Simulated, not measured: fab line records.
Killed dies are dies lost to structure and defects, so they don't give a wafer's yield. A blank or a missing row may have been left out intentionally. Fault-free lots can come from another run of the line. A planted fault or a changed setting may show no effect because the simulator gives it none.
Which tool is to blame? -- flow gf180mcu -- at 1 step of a route of 602, 12 lots with 36 wafers sampled

WHAT EACH GAUGE READ, for each wafer
GF_NWELL_TW_MEAS_11.
lot,measured,on,NWELL_TW
L075,day 3 13:14,filmMetro-02,1575 1585 1580
L077,day 4 00:48,filmMetro-02,1605 1594 1594
L079,day 4 10:55,filmMetro-01,1559 1552 1551
L081,day 4 23:10,filmMetro-04,1584 1588 1579
L083,day 5 08:32,filmMetro-02,1574 1577 1586
L085,day 5 21:08,filmMetro-01,1566 1571 1566
L087,day 6 07:02,filmMetro-01,1562 1565 1568
L089,day 6 17:53,filmMetro-02,1576 1579 1580
L091,day 7 04:34,filmMetro-01,1562 1562 1557
L093,day 7 15:43,filmMetro-04,1596 1587 1585
L095,day 8 03:34,filmMetro-04,1590 1589 1595
L097,day 8 19:01,filmMetro-02,1591 1590 1590

TOOL THAT RAN EACH LOT (tool first, then ch and the chambers of the sampled wafers, then the start)
No process step before these readings appears in the record.

THE ANSWER, worked out from the rows above alone
Rule: usual is defined by the lots themselves. The widest of any qualifying gaps counts: lots, ordered by their means at a reading, are off when they make up no more than a third of the lots, leave a main group of 4 or more, and stand apart from it by 3 or more times the standard deviation of that group's means. The tables above print the reading to a certain number of digits; a main group whose means all agree to those digits is not used. Also off: a lot with no number at a reading for which 4 or more lots have one. The other lots that the step has rows for count as sound.
No lot is off at any reading shown: from this, nothing can be told.

WHAT HAD BEEN PUT IN BY THE SIMULATOR
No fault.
